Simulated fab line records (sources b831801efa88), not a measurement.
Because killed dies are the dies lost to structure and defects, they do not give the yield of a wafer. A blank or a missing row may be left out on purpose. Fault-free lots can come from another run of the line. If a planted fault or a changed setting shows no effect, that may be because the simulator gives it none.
A lot that was struck, set against a sound lot :: flow sky130 :: 15 steps out of a route of 708
Sound: wafers L336.2, L336.3, L336.6. Struck: wafer L346.5. (L346.3 of the same lot was not struck and is left out.) The cause comes at the end.
At each step with rows: each side's tool, then ch and its chambers, then its first start. Under that, the readings that differ: sound wafers :: struck wafers :: difference of the means :: sigmas: that difference in standard deviations of wafers without a fault.
alike: readings with means less than 2 such deviations apart, plus words and numbers identical on both sides. not compared: withheld readings, readings lacking a value on some wafer, bounds such as >300 that could conceal the same value, and numbers that have no deviation in the record and whose values overlap.
The two part at a step that has a row with sigmas, a row that says differs or no value, or rows on one side only. Non-overlapping numbers with no deviation appear without sigmas and do not part them. A reading that every wafer of one side lacks parts them only if that side has two wafers or more.

SKY_CONTACT_OVL_MEAS_15:
  struck on overlay-02, day 35 19:18; sound on overlay-02, day 32 05:05
  alike: CONTACT_OVL
SKY_CONTACT_ETCH_16: etches BARC in N2/H2, stops on SiO2, time 45.9 s, target depth 60 nm.
  sound on rie diel-04 ch 0,1,2, day 32 05:07; struck on rie diel-01 ch 3, day 35 19:19
  alike: bias w, drypump motor current A, h2 flow sccm, n2 flow sccm, oes product au, throttle valve pct
  not compared: rf hours counter h
SKY_CONTACT_ETCH_17: etches SiO2 in C4F8/O2/Ar, stops on Si3N4, target depth 340 nm.
  sound on rie diel-04 ch 0,1,2, day 32 05:10; struck on rie diel-01 ch 3, day 35 19:22
  alike: bias w, oes product au
SKY_CONTACT_ETCH_18: etches Si3N4 in CHF3/O2, stops on TiN, time 39 s, target depth 75 nm.
  sound on rie diel-04 ch 0,1,2; struck on rie diel-01 ch 3
reading: drypump motor current A (A)
sound: 5.5 5.6 5.1
struck: 6.3
difference: +0.9
sigmas: +2
  alike: bias w, oes product au, throttle valve pct
  not compared: rf hours counter h
then, 5 steps without rows for these wafers: SKY_CONTACT_STRIP_19 (strips in O2/N2); SKY_CONTACT_STRIP_20 (strips in post etch residue remover, time 1200 s); SKY_CONTACT_CLEAN_21 (cleans in IPA, time 180 s); SKY_CONTACT_CLEAN_22 (cleans in O3/DIW); SKY_CONTACT_SPUTTER_23 (material TiN, target thk 20 nm, time 80 s).
SKY_CONTACT_CVD_24: deposits W, target thk 340 nm, time 102.12 s.
  sound on cvd w-01 ch 0,1, day 32 05:59; struck on cvd w-02 ch 0, day 35 20:11
  alike: heater power w
SKY_CONTACT_RS_MEAS_25: measurement is done with a four-point probe.
  struck on film metro-02, day 35 20:17; sound on film metro-02, day 32 06:07
  alike: CONTACT_W_RS
SKY_CONTACT_THK_MEAS_26: measures by xrf.
  struck on film metro-02, day 35 20:23; sound on film metro-02, day 32 06:14
  alike: CONTACT_W_THK
SKY_CONTACT_CMP_27: polishes, stops on SiO2, t overpolish 15 s, target thk 0 nm.
  sound on cmp-01 ch 0,1,2, day 32 06:20; struck on cmp-01 ch 0, day 35 20:32
reading: overpolish run s (s)
sound: 15.018 14.998 15.003
struck: 0.035
difference: -14.971
sigmas: -99 or more

reading: time to endpoint s (s)
sound: 88 87 86
struck: 125
difference: +38
sigmas: +12
  alike: motor current A
SKY_METAL1_SPUTTER_00: material Ti, target thk 15 nm, time 10 s.
  sound wafers here have rows in the record (pvd sputter-03, day 32 06:35); struck ones have none
-- the record jumps here: 13 days lie between the struck wafers' starts before and after (it left off in module METAL1 and takes up again in module PAD_OPEN, whose first step shown is number 708 of the route) --
SKY_PAD_OPEN_PROBE_99:
  record: rows for the struck wafers here (prober-02, day 49 03:23), none for the sound ones

## WHERE THEY PART
Earliest at SKY_CONTACT_ETCH_18; latest, in this record, at SKY_PAD_OPEN_PROBE_99.

WHY: what had been put in by the simulator
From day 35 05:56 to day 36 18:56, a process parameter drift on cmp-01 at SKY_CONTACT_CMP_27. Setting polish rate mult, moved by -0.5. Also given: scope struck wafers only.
